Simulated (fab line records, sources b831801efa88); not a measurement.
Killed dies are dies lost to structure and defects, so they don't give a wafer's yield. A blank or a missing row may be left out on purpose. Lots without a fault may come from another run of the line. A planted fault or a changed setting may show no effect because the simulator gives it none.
Which tool did it? | flow gf180mcu | 6 lots, 17 wafers sampled, at 2 steps of a route of 602

WHAT THE GAUGES READ, wafer by wafer
GF_VT_IMPLANT_TW_MEAS_21.
lot  | measured     | on            | VT_IMPLANT_2_TW
L586 | day 7 01:23  | film_metro-01 | 1187 1185 1188
L591 | day 8 10:17  | film_metro-01 | 1185 1191 1187
L594 | day 9 05:37  | film_metro-01 | 1201 29
L596 | day 9 19:44  | film_metro-04 | 1207 1194 1199
L601 | day 11 01:09 | film_metro-01 | 1197 29 1195
L605 | day 12 01:21 | film_metro-01 | 1200 1199 1199

WHICH TOOL RAN EACH LOT (tool, then ch and the chambers of the sampled wafers, then the start)
lot  | GF_VT_IMPLANT_DEVELOP_17
L586 | litho_track-02 ch 0, day 7 00:57
L591 | litho_track-04 ch 0, day 8 09:52
L594 | litho_track-02 ch 0, day 9 05:12
L596 | litho_track-01 ch 0, day 9 19:17
L601 | litho_track-02 ch 0, day 11 00:44
L605 | litho_track-01 ch 0, day 12 00:56
- GF_VT_IMPLANT_DEVELOP_17: develop time 60 s.

THE ANSWER, worked out from the rows above alone
Rule: what is usual is taken from the lots themselves. Put in order of their means at a reading, lots are off if they are a third of the lots or fewer, leave a main group of 4 or more, and stand apart from it by a gap of 3 or more times the standard deviation of the main group's means; of several such gaps the widest counts. A main group whose means are all the same, to the digits that the tables above print for the reading, isn't used. A lot without any number at a reading at which 4 lots or more have one is off too. The other lots that the step has rows for count as sound.
Off: L594, L601, at GF_VT_IMPLANT_TW_MEAS_21 (VT_IMPLANT_2_TW). The main group: mean 1193, standard deviation 6.3.
A tool fits if, at a process step before that reading, it ran every lot that is off, and no sound lot after the first of them. The gauges at GF_VT_IMPLANT_TW_MEAS_21 are tried like those tools. One fits: litho_track-02 at GF_VT_IMPLANT_DEVELOP_17. Its last sound lot is L586 (day 7 00:57), its first lot that is off L594 (day 9 05:12): a fault that began between those two fits.

WHAT THE SIMULATOR HAD PUT IN
Process parameter drift: litho_track-02, from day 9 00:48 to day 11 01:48, at GF_VT_IMPLANT_DEVELOP_17. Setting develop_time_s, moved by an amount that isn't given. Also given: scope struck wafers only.
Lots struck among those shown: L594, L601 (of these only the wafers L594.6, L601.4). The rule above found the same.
